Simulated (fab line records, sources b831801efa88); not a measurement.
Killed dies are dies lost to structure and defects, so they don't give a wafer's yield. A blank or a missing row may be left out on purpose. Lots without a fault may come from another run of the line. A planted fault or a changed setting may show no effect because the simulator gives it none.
One fault seen from 2 desks | flow gf180mcu | each desk has only its own numbers; what lay behind them comes last

THE TOOL OWNER'S DESK: cvd_w-01
The tool's own readings at GF_V3_CVD_23 (deposits W, target thk 350 nm, time 104.9 s): means of the sampled wafers that have a number, for each lot that ran on this tool. A lot is out of limits, marked OUT, if its mean lies more than 4 standard deviations from the usual mean; the brackets give that distance.
Columns: A = heater_power_w at GF_V3_CVD_23, usual 885 W
lot  | first seen here | A
L734 | day 22 18:42    | 874
L736 | day 23 18:28    | 898
L743 | day 25 23:44    | 911
L742 | day 26 02:46    | 909
L746 | day 26 18:46    | 900
L749 | day 27 20:37    | 833
This desk's finding: nothing out of limits on any of the 6 lots.

THE METROLOGY DESK
What the gauges read, lot by lot, whatever tool the lot ran on: means of the sampled wafers that have a number. A lot is out of limits, marked OUT, if its mean lies more than 4 standard deviations from the usual mean; the brackets give that distance.
Columns: A = cd_nm at GF_M3_CD_MEAS_14, usual 279.8 nm; B = V3_W_RS at GF_V3_RS_MEAS_24, usual 0.327 ohm/sq; C = V3_W_THK at GF_V3_THK_MEAS_25, usual 347 nm
lot  | first seen here | A     | B                | C
L734 | day 21 16:31    | 280.4 | 0.326            | 347
L736 | day 22 17:23    | 279.4 | 0.324            | 347
L743 | day 25 00:25    | 279.5 | 0.331            | 342
L742 | day 25 02:55    | 278.9 | 0.326            | 349
L745 | day 25 17:25    | 281.3 | 0.328            | 347
L746 | day 25 19:07    | 277.9 | 0.353 (+6.9) OUT | 327 (-4.3) OUT
L748 | day 26 15:50    | 280.6 | 0.334            | 338
L749 | day 26 21:36    | 279.4 | 0.424 (+26) OUT  | 269 (-17) OUT
L754 | day 28 03:08    | 281.2 | 0.332            | 338
L755 | day 28 10:19    | 279.1 | 0.322            | 350
This desk's finding: out of limits on L746, L749; first on L746, day 26 18:53 (V3_W_RS at GF_V3_RS_MEAS_24). In limits: L734, L736, L743, L742, L745, L748, L754, L755.

PUT TOGETHER
The metrology desk could have raised an alarm at day 26 18:53, on L746, L749.
The tool owner's desk saw nothing out of limits.
The tool owner's desk has L746, L749 on record, within its limits.
Of the lots named, all ran GF_V3_CVD_23 on cvd_w-01.

WHAT THE SIMULATOR HAD PUT IN
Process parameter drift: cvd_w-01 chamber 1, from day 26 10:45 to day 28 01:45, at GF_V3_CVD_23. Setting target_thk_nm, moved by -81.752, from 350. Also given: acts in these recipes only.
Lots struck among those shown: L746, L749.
Hours from the fault's start to each desk's first reading out of limits: the metrology desk, 8.
